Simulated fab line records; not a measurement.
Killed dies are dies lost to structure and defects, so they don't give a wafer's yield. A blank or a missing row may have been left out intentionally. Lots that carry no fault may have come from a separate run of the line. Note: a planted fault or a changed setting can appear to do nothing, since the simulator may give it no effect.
What tool caused it? / flow sky130 / 39 wafers from 13 lots sampled at 5 of the route's 708 steps

== WHAT EACH GAUGE READ, for each wafer ==
SKY_POLY_GATE_THK_MEAS_01.
lot=L530; measured=day 14 11:25; on=film metro-01; POLY_GATE_CVD_00_THK (nm)=182.6 182.1 181.7
lot=L532; measured=day 15 16:19; on=film metro-02; POLY_GATE_CVD_00_THK (nm)=180.0 182.3 182.0
lot=L533; measured=day 15 16:19; on=film metro-04; POLY_GATE_CVD_00_THK (nm)=178.8 178.0 179.9
lot=L534; measured=day 15 16:19; on=film metro-01; POLY_GATE_CVD_00_THK (nm)=178.3 180.7 179.9
lot=L535; measured=day 17 02:33; on=film metro-02; POLY_GATE_CVD_00_THK (nm)=181.5 180.2 181.3
lot=L536; measured=day 17 02:35; on=film metro-04; POLY_GATE_CVD_00_THK (nm)=179.5 181.4 182.2
lot=L538; measured=day 17 23:42; on=film metro-02; POLY_GATE_CVD_00_THK (nm)=178.0 178.2 178.0
lot=L539; measured=day 18 02:38; on=film metro-01; POLY_GATE_CVD_00_THK (nm)=180.4 180.6 180.2
lot=L537; measured=day 18 02:39; on=film metro-02; POLY_GATE_CVD_00_THK (nm)=179.7 179.2 178.3
lot=L540; measured=day 18 05:05; on=film metro-04; POLY_GATE_CVD_00_THK (nm)=180.1 181.6 181.8
lot=L543; measured=day 19 06:46; on=film metro-04; POLY_GATE_CVD_00_THK (nm)=181.5 182.1 182.6
lot=L542; measured=day 19 07:57; on=film metro-02; POLY_GATE_CVD_00_THK (nm)=181.5 180.4 179.8
lot=L552; measured=day 21 21:35; on=film metro-04; POLY_GATE_CVD_00_THK (nm)=178.0 179.5 178.4

SKY_SD_N_TW_MEAS_12.
lot=L530; measured=day 28 10:06; on=film metro-01; SD_N_TW=3911 3903 3915
lot=L532; measured=day 29 15:50; on=film metro-04; SD_N_TW=4003 4000 3998
lot=L533; measured=day 29 16:04; on=film metro-04; SD_N_TW=4000 3993 4015
lot=L534; measured=day 29 15:06; on=film metro-02; SD_N_TW=3948 3950 3949
lot=L535; measured=day 31 01:28; on=film metro-01; SD_N_TW=3900 3892 3881
lot=L536; measured=day 31 00:50; on=film metro-04; SD_N_TW=3989 3995 4013
lot=L538; measured=day 31 18:14; on=film metro-02; SD_N_TW=3980 3994 3967
lot=L539; measured=day 32 03:47; on=film metro-01; SD_N_TW=3926 3901 3905
lot=L537; measured=day 31 21:58; on=film metro-01; SD_N_TW=3896 3892 3895
lot=L540; measured=day 32 00:49; on=film metro-01; SD_N_TW=3887 3906 3891
lot=L543; measured=day 33 00:34; on=film metro-04; SD_N_TW=4011 4017 4027
lot=L542; measured=day 33 03:50; on=film metro-01; SD_N_TW=3887 3878 3895
lot=L552; measured=day 35 06:29; on=film metro-02; SD_N_TW=4015 4037 4040

SKY_SD_N_RS_MEAS_18: measurement is done with a four-point probe.
lot=L530; measured=day 28 10:37; on=film metro-01; RES_XHIGH_RS (ohm/sq)=333.5 333.6 333.5
lot=L532; measured=day 29 16:22; on=film metro-01; RES_XHIGH_RS (ohm/sq)=333.4 333.2 333.6
lot=L533; measured=day 29 16:35; on=film metro-04; RES_XHIGH_RS (ohm/sq)=334.7 333.2 333.2
lot=L534; measured=day 29 15:37; on=film metro-02; RES_XHIGH_RS (ohm/sq)=333.8 333.6 334.0
lot=L535; measured=day 31 01:59; on=film metro-01; RES_XHIGH_RS (ohm/sq)=334.6 335.4 336.2
lot=L536; measured=day 31 01:22; on=film metro-02; RES_XHIGH_RS (ohm/sq)=330.7 330.9 332.0
lot=L538; measured=day 31 18:49; on=film metro-04; RES_XHIGH_RS (ohm/sq)=333.6 333.2 333.2
lot=L539; measured=day 32 04:19; on=film metro-04; RES_XHIGH_RS (ohm/sq)=333.1 332.4 332.3
lot=L537; measured=day 31 22:31; on=film metro-02; RES_XHIGH_RS (ohm/sq)=333.5 333.0 333.4
lot=L540; measured=day 32 01:20; on=film metro-04; RES_XHIGH_RS (ohm/sq)=332.6 334.1 333.0
lot=L543; measured=day 33 01:07; on=film metro-01; RES_XHIGH_RS (ohm/sq)=335.8 335.8 340.1
lot=L542; measured=day 33 04:23; on=film metro-02; RES_XHIGH_RS (ohm/sq)=332.6 337.3 339.0
lot=L552; measured=day 35 07:01; on=film metro-04; RES_XHIGH_RS (ohm/sq)=333.9 334.2 334.6

SKY_LI_CONTACT_RS_MEAS_22: measurement is done with a four-point probe.
lot=L530; measured=day 29 15:58; on=film metro-02; LI_CONTACT_W_RS (ohm/sq)=0.2825 0.2822 0.2784
lot=L532; measured=day 30 22:33; on=film metro-04; LI_CONTACT_W_RS (ohm/sq)=0.2855 0.2793 0.2829
lot=L533; measured=day 30 22:37; on=film metro-01; LI_CONTACT_W_RS (ohm/sq)=0.2857 0.2875 0.2860
lot=L534; measured=day 30 21:11; on=film metro-04; LI_CONTACT_W_RS (ohm/sq)=0.2799 0.2785 0.2841
lot=L535; measured=day 32 06:58; on=film metro-04; LI_CONTACT_W_RS (ohm/sq)=0.2798 0.2806 0.2822
lot=L536; measured=day 32 06:17; on=film metro-02; LI_CONTACT_W_RS (ohm/sq)=0.2774 0.2786 0.2805
lot=L538; measured=day 33 00:10; on=film metro-02; LI_CONTACT_W_RS (ohm/sq)=0.2772 0.2828 0.2825
lot=L539; measured=day 33 09:54; on=film metro-01; LI_CONTACT_W_RS (ohm/sq)=0.2794 0.2836 0.2843
lot=L537; measured=day 33 03:58; on=film metro-04; LI_CONTACT_W_RS (ohm/sq)=0.2804 0.2785 0.2809
lot=L540; measured=day 33 06:05; on=film metro-01; LI_CONTACT_W_RS (ohm/sq)=0.2848 0.2838 0.2803
lot=L543; measured=day 34 05:35; on=film metro-04; LI_CONTACT_W_RS (ohm/sq)=0.2850 0.2876 0.2910
lot=L542; measured=day 34 09:01; on=film metro-01; LI_CONTACT_W_RS (ohm/sq)=0.2849 0.2820 0.2796
lot=L552; measured=day 36 11:28; on=film metro-02; LI_CONTACT_W_RS (ohm/sq)=0.2857 0.2792 0.2823

== WHICH TOOL RAN EACH LOT (tool, then ch and the chambers of the sampled wafers, then the start) ==
lot=L530; SKY_RES_XHIGH_IMPLANT_07=implanter-02 ch 0, day 27 04:22
lot=L532; SKY_RES_XHIGH_IMPLANT_07=implanter-01 ch 0, day 28 11:12
lot=L533; SKY_RES_XHIGH_IMPLANT_07=implanter-03 ch 0, day 28 11:48
lot=L534; SKY_RES_XHIGH_IMPLANT_07=implanter-03 ch 0, day 28 10:28
lot=L535; SKY_RES_XHIGH_IMPLANT_07=implanter-01 ch 0, day 29 20:03
lot=L536; SKY_RES_XHIGH_IMPLANT_07=implanter-01 ch 0, day 29 19:31
lot=L538; SKY_RES_XHIGH_IMPLANT_07=implanter-01 ch 0, day 30 15:05
lot=L539; SKY_RES_XHIGH_IMPLANT_07=implanter-02 ch 0, day 30 23:08
lot=L537; SKY_RES_XHIGH_IMPLANT_07=implanter-03 ch 0, day 30 17:57
lot=L540; SKY_RES_XHIGH_IMPLANT_07=implanter-02 ch 0, day 30 21:18
lot=L543; SKY_RES_XHIGH_IMPLANT_07=implanter-02 ch 0, day 31 19:51
lot=L542; SKY_RES_XHIGH_IMPLANT_07=implanter-02 ch 0, day 31 23:34
lot=L552; SKY_RES_XHIGH_IMPLANT_07=implanter-01 ch 0, day 34 04:04
- SKY_RES_XHIGH_IMPLANT_07

== AS READ BY THE TOOLS THEMSELVES (means over the sampled wafers that have a number; for cases with no such wafer, the mark the record gives instead) ==
SKY_RES_XHIGH_IMPLANT_07.
lot=L530; tool=implanter-02; dose ions cm2=3.592e+14; end station pressure torr (Torr)=5.32e-06; tilt deg (degrees)=0.018
lot=L532; tool=implanter-01; dose ions cm2=3.599e+14; end station pressure torr (Torr)=5.01e-06; tilt deg (degrees)=0.038
lot=L533; tool=implanter-03; dose ions cm2=3.598e+14; end station pressure torr (Torr)=5.01e-06; tilt deg (degrees)=0.004
lot=L534; tool=implanter-03; dose ions cm2=3.601e+14; end station pressure torr (Torr)=5.00e-06; tilt deg (degrees)=-0.006
lot=L535; tool=implanter-01; dose ions cm2=3.598e+14; end station pressure torr (Torr)=5.13e-06; tilt deg (degrees)=0.004
lot=L536; tool=implanter-01; dose ions cm2=3.596e+14; end station pressure torr (Torr)=5.21e-06; tilt deg (degrees)=0.013
lot=L538; tool=implanter-01; dose ions cm2=3.600e+14; end station pressure torr (Torr)=5.16e-06; tilt deg (degrees)=-0.012
lot=L539; tool=implanter-02; dose ions cm2=3.598e+14; end station pressure torr (Torr)=5.38e-06; tilt deg (degrees)=-0.005
lot=L537; tool=implanter-03; dose ions cm2=3.603e+14; end station pressure torr (Torr)=5.27e-06; tilt deg (degrees)=0.001
lot=L540; tool=implanter-02; dose ions cm2=3.593e+14; end station pressure torr (Torr)=5.29e-06; tilt deg (degrees)=0.022
lot=L543; tool=implanter-02; dose ions cm2=3.597e+14; end station pressure torr (Torr)=5.47e-06; tilt deg (degrees)=-0.016
lot=L542; tool=implanter-02; dose ions cm2=3.599e+14; end station pressure torr (Torr)=5.13e-06; tilt deg (degrees)=-0.025
lot=L552; tool=implanter-01; dose ions cm2=3.600e+14; end station pressure torr (Torr)=5.22e-06; tilt deg (degrees)=-0.012

== THE ANSWER, worked out from the rows above alone ==
Rule: the usual values come from the lots themselves. The widest of any qualifying gaps counts: lots, ordered by their means at a reading, are off when they make up no more than a third of the lots, leave a main group of 4 or more, and stand apart from it by 3 or more times the standard deviation of that group's means. If all means in a main group match to the digits the tables above print for the reading, that group is not used. Also off: a lot with no number at a reading for which 4 or more lots have one. The other lots that the step has rows for count as sound. The gauges are gone through in route order, then the tools' own readings, and for those a lot's mean is taken as printed above. At the first step where some lot is off, the reading lying furthest off is the one used; lots without a number count as furthest.
Nothing can be told from this: no lot is off at any reading shown.

== WHAT HAD BEEN PUT IN BY THE SIMULATOR ==
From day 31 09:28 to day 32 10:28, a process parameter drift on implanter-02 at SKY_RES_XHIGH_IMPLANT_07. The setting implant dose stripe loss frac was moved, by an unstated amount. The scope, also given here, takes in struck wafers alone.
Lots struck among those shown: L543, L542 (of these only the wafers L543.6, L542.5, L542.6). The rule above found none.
